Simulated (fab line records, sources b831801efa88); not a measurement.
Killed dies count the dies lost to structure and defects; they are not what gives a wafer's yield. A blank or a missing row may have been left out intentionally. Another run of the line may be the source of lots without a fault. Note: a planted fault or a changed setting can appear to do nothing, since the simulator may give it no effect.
fab line records	flow gf180mcu
record: lots: 7	wafers: 21	last_day: 33
route steps=602 shown STI@3
lots with no fault: from the same line, run without faults
start_h: the number of hours between the record's first day and the start of the first shown wafer of the lot	wait_h: hours elapsed since this lot's preceding step	" as in the row above	L1.1+2: one row covering several wafers at once	- no value, or no start was given	* or withheld: withheld	< > ~ a bound
route shown NAME@n: names a module that has steps shown in the file, with the first one's number in the route	usual: mean and standard deviation over wafers with no fault	same: alike in all rows	chamber/n: place in a boat	sites: readings site by site	_std_site: standard deviation of those values	_edge_site: outer sites' mean less inner sites'	radius_mm: for every site, how far away it sits from the centre of the wafer	mask NAME#n: copy n	behind: the last tool/chamber to shape the wafer	hold: why the lot was held/for how many hours/how that ended	device: the n, p or np transistor that did not switch	end of line: the same wafers' tests at the end of the route	a step with no rows: only its recipe	killed: not the wafer's yield, but the dies lost to structure and defects at the first sort	map: dies across one wafer; x = killed, . = not, _ = none there
set.NAME: the setting as run; set.NAME@STEP: as run at that earlier step	model.NAME: the simulator's own value behind a step, which no gauge read
a table for each step, a row for each wafer; lots at some steps of the route
services: when a tool's chamber went out of use (start_h, in hours from the record's first day, below 0 if earlier), for how many hours, and the reason
== steps ==
step: GF_STI_THK_MEAS_02
recipe: reads: SiO2_of_STI_OXIDATION_01
usual: STI_OXIDATION_THK: 9.98/0.2
lot.wafer	tool	chamber	start_h	wait_h	STI_OXIDATION_THK[nm]
L469.2	film_metro-01	-	21.52	0.0	10.12
L469.5	"	-	"	"	10.06
L469.6	"	-	"	"	10.08
L474.2	film_metro-04	-	46.75	0.0	9.88
L474.4	"	-	"	"	9.66
L474.6	"	-	"	"	9.86
L475.1	film_metro-04	-	51.51	0.0	10.20
L475.2	"	-	"	"	10.01
L475.6	"	-	"	"	10.16
L476.1	film_metro-02	-	57.04	0.0	9.69
L476.3	"	-	"	"	9.73
L476.6	"	-	"	"	9.74
L480.1	film_metro-02	-	81.05	0.0	10.32
L480.3	"	-	"	"	10.09
L480.5	"	-	"	"	10.31
L483.1	film_metro-04	-	93.76	0.0	10.21
L483.4	"	-	"	"	10.08
L483.6	"	-	"	"	10.10
L486.1	film_metro-02	-	107.44	0.0	9.97
L486.2	"	-	"	"	9.99
L486.3	"	-	"	"	9.93
step: GF_STI_CVD_03
recipe: material: Si3N4	precursor: DCS/NH3	target_thk_nm: 207.16	temp_c: 773.8	time_s: 3551	pressure_mtorr: 250
step: GF_STI_THK_MEAS_04
recipe: reads: Si3N4_of_STI_CVD_03
usual: STI_CVD_03_THK: 223.0/2
lot.wafer	tool	chamber	start_h	wait_h	STI_CVD_03_THK[nm]
L469.2	film_metro-04	-	24.60	0.0	224.7
L469.5	"	-	"	"	223.6
L469.6	"	-	"	"	224.8
L474.2	film_metro-04	-	48.79	0.0	226.6
L474.4	"	-	"	"	224.7
L474.6	"	-	"	"	224.9
L475.1	film_metro-02	-	53.57	0.0	222.9
L475.2	"	-	"	"	225.0
L475.6	"	-	"	"	224.8
L476.1	film_metro-04	-	59.09	0.0	219.6
L476.3	"	-	"	"	221.8
L476.6	"	-	"	"	219.5
L480.1	film_metro-02	-	83.10	0.0	223.4
L480.3	"	-	"	"	222.5
L480.5	"	-	"	"	224.4
L483.1	film_metro-04	-	96.56	0.0	225.4
L483.4	"	-	"	"	225.2
L483.6	"	-	"	"	223.3
L486.1	film_metro-02	-	110.48	0.0	224.1
L486.2	"	-	"	"	222.2
L486.3	"	-	"	"	223.7
step: GF_STI_DEHYDRATE_05
recipe: temp_c: 200	time_s: 60
step: GF_STI_HMDS_06
recipe: prime_time_s: 60	prime_temp_c: 120
step: GF_STI_COAT_07
recipe: resist: KrF	spin_rpm: withheld	resist_thk_nm: 700
step: GF_STI_SOFTBAKE_08
recipe: temp_c: 130	time_s: 60	resist: KrF
step: GF_STI_EXPOSE_09
recipe: mask_id: COMP	target_cd_nm: 220	na: 0.68	source_shape: conventional	sigma_outer: 0.6	dose_mj: 28
step: GF_STI_PEB_10
recipe: peb_temp_c: 135	peb_time_s: 90	resist: KrF
step: GF_STI_DEVELOP_11
recipe: develop_time_s: 60	dev_temp_c: 21
step: GF_STI_CD_MEAS_12
recipe: target_cd_nm: 220
usual: cd_nm: 220.1/1.3
lot.wafer	tool	chamber	start_h	wait_h	cd_nm
L469.2	cd_sem-02	-	36.43	0.1	220.9
L469.5	"	-	"	"	220.7
L469.6	"	-	"	"	220.5
L474.2	cd_sem-02	-	62.17	0.1	220.7
L474.4	"	-	"	"	220.1
L474.6	"	-	"	"	219.6
L475.1	cd_sem-01	-	66.61	0.1	220.6
L475.2	"	-	"	"	221.4
L475.6	"	-	"	"	221.4
L476.1	cd_sem-01	-	72.40	0.1	220.6
L476.3	"	-	"	"	221.7
L476.6	"	-	"	"	220.7
L480.1	cd_sem-01	-	95.25	0.1	220.7
L480.3	"	-	"	"	219.5
L480.5	"	-	"	"	219.6
L483.1	cd_sem-02	-	110.15	0.1	220.6
L483.4	"	-	"	"	220.9
L483.6	"	-	"	"	221.4
L486.1	cd_sem-02	-	124.65	0.1	222.1
L486.2	"	-	"	"	221.3
L486.3	"	-	"	"	220.9
step: GF_STI_ETCH_13
recipe: chemistry: CHF3/O2	stop_on: Si	over_etch_frac: 0.3	target_depth_a: 2823.1	source_w: 600	bias_w: 200	pressure_mtorr: 40	chf3_flow_sccm: 50	O2_flow_sccm: 5	time_s: 112.9
usual: O2_flow_sccm: 5.000/0.016	bias_w: 199.9/0.58	drypump_motor_current_A: 5.5/0.53	oes_product_au: 0.867/0.0073	throttle_valve_pct: 8.821/0.009
lot.wafer	tool	chamber	start_h	wait_h	O2_flow_sccm	bias_w	drypump_motor_current_A	oes_product_au	rf_hours_counter_h	throttle_valve_pct
L469.2	rie_diel-03	1	36.53	0.1	4.992	201.3	5.0	0.873	105	8.824
L469.5	"	0	"	"	5.026	200.4	5.1	0.868	-	8.802
L469.6	"	1	"	"	5.004	200.6	5.0	0.872	-	8.812
L474.2	rie_diel-03	3	62.27	0.1	5.002	200.2	6.6	0.877	1	8.831
L474.4	"	1	"	"	4.999	199.5	5.1	0.871	106	8.813
L474.6	"	0	"	"	4.987	200.9	5.0	0.874	-	8.812
L475.1	rie_diel-03	0	66.73	0.1	4.996	200.0	5.1	0.867	9	8.826
L475.2	"	3	"	"	5.007	200.3	6.6	0.875	1	8.824
L475.6	"	2	"	"	4.998	200.5	5.1	0.872	-	8.816
L476.1	rie_diel-04	3	72.52	0.1	5.025	199.3	5.0	0.864	42	8.813
L476.3	"	2	"	"	4.993	200.0	6.1	0.865	1	8.813
L476.6	"	1	"	"	4.988	199.8	5.6	0.870	-	8.817
L480.1	rie_diel-04	1	95.37	0.1	5.003	200.0	5.6	0.866	95	8.826
L480.3	"	2	"	"	4.998	199.6	6.1	0.866	1	8.831
L480.5	"	1	"	"	5.012	199.6	5.5	0.868	-	8.810
L483.1	rie_diel-04	1	110.27	0.1	4.992	199.7	5.5	0.880	96	8.808
L483.4	"	2	"	"	4.979	199.6	6.1	0.874	2	8.820
L483.6	"	0	"	"	4.986	199.6	5.4	0.872	-	8.832
L486.1	rie_diel-04	3	124.77	0.1	4.980	199.9	5.0	0.868	43	8.835
L486.2	"	1	"	"	4.986	199.9	5.5	0.863	96	8.825
L486.3	"	2	"	"	5.012	199.9	6.1	0.875	2	8.825
step: GF_STI_ETCH_14
recipe: target: Si	chemistry: HBr/Cl2/O2	target_depth_nm: 360	icp_w: 600	bias_w: 150	pressure_mtorr: 15	HBr_flow_sccm: 150	Cl2_flow_sccm: 40	O2_flow_sccm: 6	time_s: 102.9
usual: HBr_flow_sccm: 150.0/0.43	O2_flow_sccm: 6.001/0.017	drypump_motor_current_A: 5.6/0.51	oes_product_au: 1.000/0.01	throttle_valve_pct: 25.657/0.011
lot.wafer	tool	chamber	start_h	wait_h	HBr_flow_sccm	O2_flow_sccm	drypump_motor_current_A	oes_product_au	rf_hours_counter_h	throttle_valve_pct	model.KrF_of_STI_COAT_07.thk_nm	model.STI.cd_nm
L469.2	rie_si-02	1	36.61	0.0	150.3	5.981	5.2	0.998	41	25.682	318.4	221.9
L469.5	"	1	"	"	149.5	6.003	5.2	1.001	-	25.669	318.4	224.5
L469.6	"	0	"	"	149.9	5.996	5.8	0.989	-	25.664	321.8	224.8
L474.2	rie_si-01	3	62.35	0.0	-	-	-	-	-	-	443.4	220.6
L474.4	"	2	"	"	-	-	-	-	-	-	437.9	219.7
L474.6	"	0	"	"	-	-	-	-	-	-	442.8	219.6
L475.1	rie_si-01	0	66.80	0.0	-	-	-	-	-	-	441	220.7
L475.2	"	2	"	"	-	-	-	-	-	-	444	221
L475.6	"	1	"	"	-	-	-	-	-	-	440.1	222.2
L476.1	rie_si-02	3	72.60	0.0	-	-	-	-	-	-	439.7	220.7
L476.3	"	2	"	"	-	-	-	-	-	-	438.5	221.4
L476.6	"	3	"	"	-	-	-	-	-	-	437.3	221.5
L480.1	rie_si-01	0	95.45	0.0	150.0	5.989	5.4	1.000	146	25.654	324.8	221
L480.3	"	2	"	"	149.9	5.975	5.8	0.996	50	25.660	319.4	219.3
L480.5	"	0	"	"	149.8	6.031	5.4	1.007	-	25.644	321.4	219.3
L483.1	rie_si-02	2	110.35	0.0	150.5	5.992	4.9	1.008	133	25.634	314.6	223.6
L483.4	"	1	"	"	149.9	6.015	5.3	0.997	42	25.653	313.8	221.6
L483.6	"	3	"	"	150.9	6.012	5.0	0.999	-	25.660	309.5	220.7
L486.1	rie_si-01	0	124.84	0.0	150.4	5.982	5.4	0.991	0	25.660	323.4	224.3
L486.2	"	3	"	"	150.2	6.023	5.8	1.014	65	25.651	319.4	218.8
L486.3	"	1	"	"	149.6	5.989	6.6	0.995	0	25.659	317.9	221.6
step: GF_STI_STRIP_15
recipe: chemistry: O2/N2	power_w: 1400	pressure_mtorr: 1500	platen_temp_c: 250	o2_flow_sccm: 2936	n2_flow_sccm: 300	overash_fraction: 0.5
usual: drypump_motor_current_A: 6.0/0.47	heater_power_w: 318/18	n2_flow_sccm: 299.9/0.82	o2_flow_sccm: 2936/9.3	oes_product_au: 0.383/0.0052	strip_time_to_endpoint_s: 3.74/0.047
same: overash_fraction: 0.5
lot.wafer	tool	chamber	start_h	wait_h	drypump_motor_current_A	heater_power_w	n2_flow_sccm	o2_flow_sccm	oes_product_au	rf_hours_counter_h	strip_time_to_endpoint_s
L469.2	plasma_asher-02	0	36.68	0.0	5.7	312	299.6	2917	0.384	37	3.71
L469.5	"	0	"	"	5.7	312	300.5	2928	0.383	-	3.73
L469.6	"	1	"	"	6.4	309	299.6	2951	0.387	-	3.74
L474.2	plasma_asher-03	1	62.42	0.0	6.8	366	299.5	2934	0.436	27	5.00
L474.4	"	1	"	"	6.8	360	298.9	2935	0.425	-	4.93
L474.6	"	0	"	"	5.8	317	300.0	2952	0.429	-	4.99
L475.1	plasma_asher-01	1	66.88	0.0	5.3	349	299.7	2945	0.435	42	4.96
L475.2	"	0	"	"	5.8	317	298.8	2933	0.441	42	4.99
L475.6	"	1	"	"	5.3	350	299.2	2947	0.421	-	4.95
L476.1	plasma_asher-02	0	72.71	0.1	5.7	313	299.8	2932	0.433	41	4.95
L476.3	"	1	"	"	6.5	307	300.2	2927	0.434	-	4.92
L476.6	"	0	"	"	5.7	316	300.9	2948	0.436	-	4.93
L480.1	plasma_asher-02	1	95.52	0.0	6.5	306	300.6	2934	0.384	43	3.79
L480.3	"	0	"	"	5.7	316	300.0	2934	0.384	-	3.72
L480.5	"	1	"	"	6.5	306	299.9	2940	0.382	-	3.74
L483.1	plasma_asher-02	0	110.42	0.0	5.7	311	298.1	2944	0.380	44	3.69
L483.4	"	0	"	"	5.7	322	299.4	2947	0.381	-	3.66
L483.6	"	0	"	"	5.7	309	298.6	2940	0.379	-	3.63
L486.1	plasma_asher-01	1	124.92	0.0	5.3	349	300.8	2931	0.381	48	3.77
L486.2	"	0	"	"	5.8	317	300.5	2935	0.370	48	3.72
L486.3	"	0	"	"	5.7	319	297.7	2935	0.386	-	3.73
step: GF_STI_CLEAN_16
recipe: chemistry: dHF	time_s: 25	dilution: 100:1
== services ==
tool	chamber	start_h	hours	kind
rie_diel-04	2	25.61	-	clean
rie_diel-04	2	25.61	19.3	scheduled_down
rie_diel-04	2	25.61	19.3	vent_cycle
rie_si-01	1	27.40	1.5	repair
rie_si-02	0	58.74	-	clean
rie_si-02	0	58.74	20.9	scheduled_down
rie_si-02	0	58.74	20.9	vent_cycle
rie_si-02	1	71.33	7.4	repair
rie_diel-03	1	72.04	37.1	repair
rie_si-01	0	76.03	6.9	repair
rie_si-01	1	82.90	-	clean
rie_si-01	1	82.90	13.7	scheduled_down
rie_si-01	1	82.90	13.7	vent_cycle
rie_diel-03	-	85.91	28.1	pm
plasma_asher-03	-	98.06	2.1	repair
rie_si-01	0	101.92	-	clean
rie_si-01	0	101.92	15.8	scheduled_down
rie_si-01	0	101.92	15.8	vent_cycle
rie_diel-04	0	119.53	10.4	repair
== key ==
first_sign: step: GF_STI_ETCH_14	reading: tool_record	direction: missing
effect: step: GF_STI_STRIP_15	reading: strip_time_to_endpoint_s	direction: up	sigmas: 26	usual: *	struck: *
model_effect: step: GF_STI_ETCH_14	value: KrF_of_STI_COAT_07.thk_nm	without: 320.2	struck: 440.5
met_at GF_STI_ETCH_14
struck_wafers L474.2,L474.4,L474.6,L475.1,L475.2,L475.6,L476.1,L476.3,L476.6
later_rows_left_out L474.2,L474.4,L474.6,L475.1,L475.2,L475.6,L476.1,L476.3,L476.6
sort_left_out L474.2,L474.4,L474.6,L475.1,L475.2,L475.6,L476.1,L476.3,L476.6
tester_left_out L474,L475,L476
onset_between 36.61 62.35
fault: kind: skipped_step_whole	tool: rie_si-01,rie_si-02	chamber: -	onset_h: 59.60	steps: GF_STI_ETCH_14	scope: struck_lots_only
tester_left_out: of these lots the tester's yield and bins aren't shown, on N5 and GAA mostly nor the transistor test; their killed dies are dies lost to structure and defects alone, not to doping, threshold or leakage, so they don't give the yield
sort_left_out: the simulated sort isn't trusted on such a fault, so these wafers' sort isn't shown, and their yield isn't known
later_rows_left_out: the simulator's readings of these wafers behind a module that went badly wrong aren't trusted and aren't shown, but for the sort
